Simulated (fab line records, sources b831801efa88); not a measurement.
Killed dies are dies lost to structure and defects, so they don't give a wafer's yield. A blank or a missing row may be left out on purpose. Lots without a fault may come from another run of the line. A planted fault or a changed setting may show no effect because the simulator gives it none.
Which tool did it? | flow sky130 | 13 lots, 36 wafers sampled, at 4 steps of a route of 708

WHAT THE GAUGES READ, wafer by wafer
SKY_SONOS_ONO_THK_MEAS_01. Usual: SONOS_ONO_OXIDATION_THK 2.59 nm, standard deviation 0.065.
lot  | measured     | on            | SONOS_ONO_OXIDATION_THK (nm) | flag
L380 | day 12 01:29 | film_metro-04 | 2.64 2.62 2.64               |
L381 | day 12 08:52 | film_metro-03 | 2.70 2.64 2.72               |
L382 | day 12 20:04 | film_metro-04 | 2.61 2.60 2.63               |
L387 | day 14 02:31 | film_metro-01 | 2.48 2.44                    |
L389 | day 14 22:17 | film_metro-03 | 2.55 2.61                    |
L390 | day 15 05:05 | film_metro-03 | 2.53 2.59                    |
L393 | day 16 11:16 | film_metro-04 | 2.57 2.63 2.59               |
L394 | day 16 14:56 | film_metro-04 | 2.63 2.58 2.62               |
L398 | day 18 01:49 | film_metro-04 | 2.65 2.61 2.59               |
L400 | day 18 18:50 | film_metro-01 | 2.64 2.66 2.63               |
L401 | day 18 18:49 | film_metro-03 | 2.66 2.63 2.62               |
L402 | day 19 01:20 | film_metro-01 | 2.61 2.61 2.63               |
L403 | day 19 07:25 | film_metro-04 | 2.51 2.57 2.58               |

SKY_SONOS_ONO_THK_MEAS_03. Usual: SONOS_ONO_CVD_02_THK 10.55 nm, standard deviation 0.14.
lot  | measured     | on            | SONOS_ONO_CVD_02_THK (nm) | flag
L380 | day 12 04:07 | film_metro-04 | 10.47 10.28 10.28         |
L381 | day 12 18:46 | film_metro-01 | 10.45 10.45 10.42         |
L382 | day 13 04:58 | film_metro-03 | 10.67 10.79 10.75         |
L387 | day 14 04:19 | film_metro-03 | 10.50 10.44               |
L389 | day 14 23:52 | film_metro-01 | 10.55 10.70               |
L390 | day 15 06:24 | film_metro-03 | 10.57 10.53               |
L393 | day 16 12:23 | film_metro-03 | 10.39 10.29 10.26         |
L394 | day 16 16:02 | film_metro-04 | 10.56 10.76 10.63         |
L398 | day 18 03:14 | film_metro-04 | 10.58 10.45 10.50         |
L400 | day 18 22:00 | film_metro-04 | 10.40 10.40 10.30         |
L401 | day 18 21:59 | film_metro-01 | 10.74 10.83 10.85         |
L402 | day 19 03:58 | film_metro-04 | 10.66 10.71 10.68         |
L403 | day 19 08:32 | film_metro-03 | 10.78 10.74 10.71         |

WHICH TOOL RAN EACH LOT (tool, then ch and the chambers of the sampled wafers, then the start)
lot  | SKY_FIELD_ISO_ETCH_17           | SKY_FIELD_ISO_CMP_27
L380 | rie_si-02 ch 0,1,2, day 2 05:10 | cmp-02 ch 0,1,2, day 2 15:11
L381 | rie_si-01 ch 0,2, day 2 10:35   | cmp-01 ch 1,2,3, day 2 17:52
L382 | rie_si-01 ch 1,2, day 2 19:13   | cmp-02 ch 0,2, day 3 00:48
L387 | rie_si-01 ch 0,3, day 3 18:16   | cmp-02 ch 0,3, day 3 22:37
L389 | rie_si-01 ch 2,3, day 4 03:34   | cmp-02 ch 2,3, day 4 09:13
L390 | rie_si-01 ch 1,3, day 4 10:09   | cmp-02 ch 0,3, day 4 16:02
L393 | rie_si-02 ch 1,2,3, day 5 01:49 | cmp-01 ch 0,1,3, day 5 10:20
L394 | rie_si-02 ch 1,2,3, day 5 08:02 | cmp-01 ch 0,2,3, day 5 13:25
L398 | rie_si-02 ch 1,2, day 6 05:23   | cmp-02 ch 0,2,3, day 6 11:45
L400 | rie_si-02 ch 0,1,2, day 6 16:11 | cmp-01 ch 1,2, day 7 00:37
L401 | rie_si-01 ch 2,3, day 6 18:30   | cmp-02 ch 2,3, day 7 00:37
L402 | rie_si-02 ch 0,2,3, day 7 00:45 | cmp-02 ch 0,2,3, day 7 04:45
L403 | rie_si-02 ch 1,2, day 7 04:13   | cmp-02 ch 2,3, day 7 08:51
- SKY_FIELD_ISO_ETCH_17: etches Si in HBr/Cl2/O2, target depth 342 nm, time 97.7 s.
- SKY_FIELD_ISO_CMP_27: polishes, stops on Si3N4, t overpolish 16 s, target thk 457.8 nm.

WHAT THE TOOLS THEMSELVES READ (means of the sampled wafers that have a number; where no wafer has one, the mark that the record gives instead)
SKY_FIELD_ISO_ETCH_17. Usual: drypump_motor_current_A 5.8 A, standard deviation 0.47; oes_product_au 0.998 a.u., standard deviation 0.01; throttle_valve_pct 25.657 %, standard deviation 0.01.
lot  | tool      | drypump_motor_current_A (A) | oes_product_au (a.u.) | throttle_valve_pct (%) | flag
L380 | rie_si-02 | 6.0                         | 1.001                 | 25.647                 |
L381 | rie_si-01 | 5.9                         | 0.989                 | 25.660                 |
L382 | rie_si-01 | 6.2                         | 1.001                 | 25.655                 |
L387 | rie_si-01 | 5.5                         | 0.939                 | 25.705                 | OFF
L389 | rie_si-01 | 5.4                         | 0.949                 | 25.693                 | OFF
L390 | rie_si-01 | 5.8                         | 0.952                 | 25.693                 | OFF
L393 | rie_si-02 | 5.8                         | 0.991                 | 25.656                 |
L394 | rie_si-02 | 5.8                         | 0.993                 | 25.659                 |
L398 | rie_si-02 | 6.2                         | 0.988                 | 25.658                 |
L400 | rie_si-02 | 6.0                         | 1.003                 | 25.662                 |
L401 | rie_si-01 | 5.5                         | 0.999                 | 25.655                 |
L402 | rie_si-02 | 5.7                         | 0.991                 | 25.661                 |
L403 | rie_si-02 | 6.2                         | 0.991                 | 25.659                 |

SKY_FIELD_ISO_CMP_27. Usual: motor_current_A 11.8 A, standard deviation 0.89; overpolish_run_s 16.000 s, standard deviation 0.0089; slurry_filter_dp_kPa 13.53 kPa, standard deviation 0.12; time_to_endpoint_s 112 s, standard deviation 4.1.
lot  | tool   | motor_current_A (A) | overpolish_run_s (s) | slurry_filter_dp_kPa (kPa) | time_to_endpoint_s (s) | flag
L380 | cmp-02 | 11.8                | 15.999               | 13.53                      | 113                    |
L381 | cmp-01 | 12.4                | 15.996               | 13.49                      | 115                    |
L382 | cmp-02 | 12.2                | 15.997               | 13.44                      | 109                    |
L387 | cmp-02 | 12.2                | 16.000               | 13.48                      | 118                    |
L389 | cmp-02 | 11.2                | 15.995               | 13.62                      | 113                    |
L390 | cmp-02 | 11.8                | 16.005               | 13.45                      | 112                    |
L393 | cmp-01 | 11.8                | 15.999               | 13.51                      | 112                    |
L394 | cmp-01 | 12.1                | 16.002               | 13.49                      | 108                    |
L398 | cmp-02 | 11.8                | 15.994               | 13.56                      | 109                    |
L400 | cmp-01 | 11.8                | 15.998               | 13.53                      | 113                    |
L401 | cmp-02 | 10.5                | 16.002               | 13.64                      | 108                    |
L402 | cmp-02 | 11.6                | 15.988               | 13.50                      | 113                    |
L403 | cmp-02 | 10.7                | 16.001               | 13.56                      | 110                    |

THE ANSWER, worked out from the rows above alone
Rule: a lot is off if the mean of its wafers that have a number lies more than 3 standard deviations from the usual mean. A lot without any number at a reading at which 4 lots or more have one is off too. The other lots that the step has rows for count as sound. The gauges are gone through in route order, then the tools' own readings, and for those a lot's mean is taken as printed above. The first step at which some lot is off is used, and at that step the reading that is off furthest; a lot without a number counts as furthest.
Off: L387, L389, L390, at SKY_FIELD_ISO_ETCH_17 (oes_product_au).
A tool fits if, at that step or a process step before it, it ran every lot that is off, and no sound lot after the first of them. None of those tried fits.

WHAT THE SIMULATOR HAD PUT IN
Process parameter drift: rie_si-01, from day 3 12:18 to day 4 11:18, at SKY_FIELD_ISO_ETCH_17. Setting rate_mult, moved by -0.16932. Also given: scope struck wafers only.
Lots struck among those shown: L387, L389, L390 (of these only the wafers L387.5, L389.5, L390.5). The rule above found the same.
